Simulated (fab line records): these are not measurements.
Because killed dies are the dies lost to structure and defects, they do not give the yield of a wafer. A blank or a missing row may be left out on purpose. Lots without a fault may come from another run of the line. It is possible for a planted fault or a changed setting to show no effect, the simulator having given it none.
A lot that was struck, set against a sound lot ; flow gf180mcu ; 16 steps out of a route of 602
Sound: wafers L777.2, L777.3, L777.4. Wafers L787.4, L787.5, L787.6 were the ones struck. The cause is given at the end.
Per side, at each step with rows, come the tool, then ch with its chambers, and then its first start. Under that, the readings that differ: sound wafers ; struck wafers ; difference of the means ; sigmas: that difference in standard deviations of wafers without a fault.
alike: readings whose means differ by less than 2 such deviations, and words and numbers that are the same on both sides. not compared: withheld readings, readings that some wafer has no value for, bounds like >300 that may hide the same value, and numbers for which the record gives no deviation and whose values overlap.
A row with sigmas, a row that says differs or no value, or rows on one side alone: a step with any of these is where the two part. Numbers that have no deviation but don't overlap get no sigmas and don't part them. A reading missing from all wafers of one side parts the sides only when that side holds two or more wafers.

first, 1 step without rows for these wafers: GF_HV_LDD_IMPLANT_36.
GF_HV_LDD_STRIP_37: strips in O2/N2.
  sound on plasma-asher-04 ch 0,1, day 11 12:44; struck on plasma-asher-04 ch 0,1, day 14 20:12
  alike: drypump-motor-current-A, heater-power-w, oes-product-au, strip-time-to-endpoint-s
  not compared: rf-hours-counter-h
GF_HV_LDD_TW_MEAS_38:
  sound on film-metro-04 at day 11 12:51; struck on film-metro-01 at day 14 20:17
reading;sound;struck;difference;sigmas
HV_LDD_3_TW;1447 1439 1442;1418 1414 1424;-24;-2
then, 7 steps without rows for these wafers: GF_HV_LDD_DEHYDRATE_39 (time 60 s); GF_HV_LDD_HMDS_40 (prime time 60 s); GF_HV_LDD_COAT_41 (resist thk 1000 nm); GF_HV_LDD_SOFTBAKE_42 (time 60 s); GF_HV_LDD_EXPOSE_43 (exposes mask Pplus HV AREA, target cd 400 nm); GF_HV_LDD_PEB_44; GF_HV_LDD_DEVELOP_45 (develop time 60 s).
GF_HV_LDD_CD_MEAS_46: the cd target is 400 nm.
  sound on cd-sem-02 at day 12 07:37; struck on cd-sem-01 at day 15 17:45
  alike: cd-nm
GF_HV_LDD_OVL_MEAS_47:
  sound on overlay-02 at day 12 07:43; struck on overlay-01 at day 15 17:50
  alike: HV_LDD_03_OVL
GF_HV_LDD_IMPLANT_48:
  sound on implanter-02 ch 0, day 12 07:47; struck on implanter-03, day 15 17:55
  no value came back on the struck wafers for beam-energy-keV, beam-on-s (s); on the sound wafers beam-energy-keV reads 24.995 24.998 24.987
GF_HV_LDD_STRIP_49: strips in O2/N2.
  sound on plasma-asher-03 ch 0,1, day 12 07:55; struck on plasma-asher-04 ch 0,1, day 15 18:02
reading;sound;struck;difference;sigmas
heater-power-w (W);291 321 293;404 350 397;+82;+3
strip-time-to-endpoint-s (s);12.56 12.56 12.56;12.66 12.61 12.64;+0.08;+2
  alike: drypump-motor-current-A, oes-product-au
  not compared: rf-hours-counter-h
GF_HV_LDD_TW_MEAS_50:
  sound on film-metro-04 at day 12 08:02; struck on film-metro-04 at day 15 18:07
reading;sound;struck;difference;sigmas
HV_LDD_4_TW;569 572 570;30 30 30;-540;-99 or more
then, 1 step without rows for these wafers: GF_HV_LDD_CLEAN_51 (cleans in SC1/SC2, time 150 s).

WHERE THEY PART
First at GF_HV_LDD_TW_MEAS_38; last, within this record, at GF_HV_LDD_TW_MEAS_50.

WHY: what the simulator had put in
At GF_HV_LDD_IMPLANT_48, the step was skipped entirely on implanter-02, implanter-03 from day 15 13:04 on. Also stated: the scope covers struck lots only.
